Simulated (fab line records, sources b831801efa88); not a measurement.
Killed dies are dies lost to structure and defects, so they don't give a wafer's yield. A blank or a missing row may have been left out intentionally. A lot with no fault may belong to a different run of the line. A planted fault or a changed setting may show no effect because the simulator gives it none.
Matching of chambers | flow gf180mcu | GF_V3_CMP_26 on cmp-02: 4 sister chambers
The step polishes, stops on SiO2, t overpolish 15 s, target thk 0 nm. 16 wafers are shown with their chamber, then 7 later ones without.

WAFERS, EACH WITH ITS CHAMBER
wafer  | chamber | motor-current-A (A) | time-to-endpoint-s (s)
L850.2 | 0       | 10.7                | 87
L850.5 | 3       | 11.6                | 91
L850.6 | 0       | 10.3                | 88
L855.3 | 0       | 11.3                | 89
L855.4 | 3       | 11.5                | 91
L855.5 | 1       | 11.5                | 88
L856.1 | 2       | 9.3                 | 87
L856.4 | 0       | 10.2                | 90
L856.6 | 0       | 10.5                | 87
L863.3 | 2       | 10.7                | 86
L863.6 | 3       | 11.6                | 86
L864.2 | 1       | 11.1                | 89
L864.4 | 0       | 10.6                | 87
L864.5 | 1       | 11.1                | 87
L868.1 | 0       | 11.0                | 82
L868.2 | 1       | 11.1                | 82

SIGNATURES, as means of the wafers listed above
reading            | chamber 0 | chamber 1 | chamber 2 | chamber 3 | scatter within a chamber
motor-current-A    | 10.657    | 11.200    | 10.000    | 11.567    | 0.409
time-to-endpoint-s | 87.14     | 86.50     | 86.50     | 89.33     | 2.66
Rule: a wafer lies at a distance from a chamber equal to the root of the sum of squares, over the readings, of (its reading less the chamber's mean, divided by the reading's scatter). The wafer belongs to the nearest chamber; if the next one is less than 2 further off, it can't be placed. How the scatter is found: for the shown wafers, subtract from each reading the mean of its chamber, square and add these, divide the total by (wafers less chambers), then take the root.

WAFERS WHOSE CHAMBER IS MISSING
wafer  | motor-current-A (A) | time-to-endpoint-s (s)
L868.5 | 11.4                | 89
L869.1 | 10.5                | 81
L869.4 | 11.5                | 83
L869.6 | 10.1                | 82
L872.2 | 10.2                | 85
L872.3 | 9.8                 | 80
L872.6 | 11.3                | 86

CHAMBER TAKEN BY EACH
wafer  | from the rows above               | in truth
L868.5 | can't be placed: 3 or 1 or 0      | 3
L869.1 | can't be placed: 0 or 2 or 1 or 3 | 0
L869.4 | can't be placed: 1 or 3 or 0      | 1
L869.6 | can't be placed: 2 or 0 or 1      | 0
L872.2 | can't be placed: 2 or 0 or 1      | 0
L872.3 | can't be placed: 2 or 0 or 1      | 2
L872.6 | can't be placed: 1 or 3 or 0      | 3
Placed correctly: 0 of 7. Can't be placed from these rows: 7 (the true chamber is among the candidates in 7). Wrongly placed: 0.
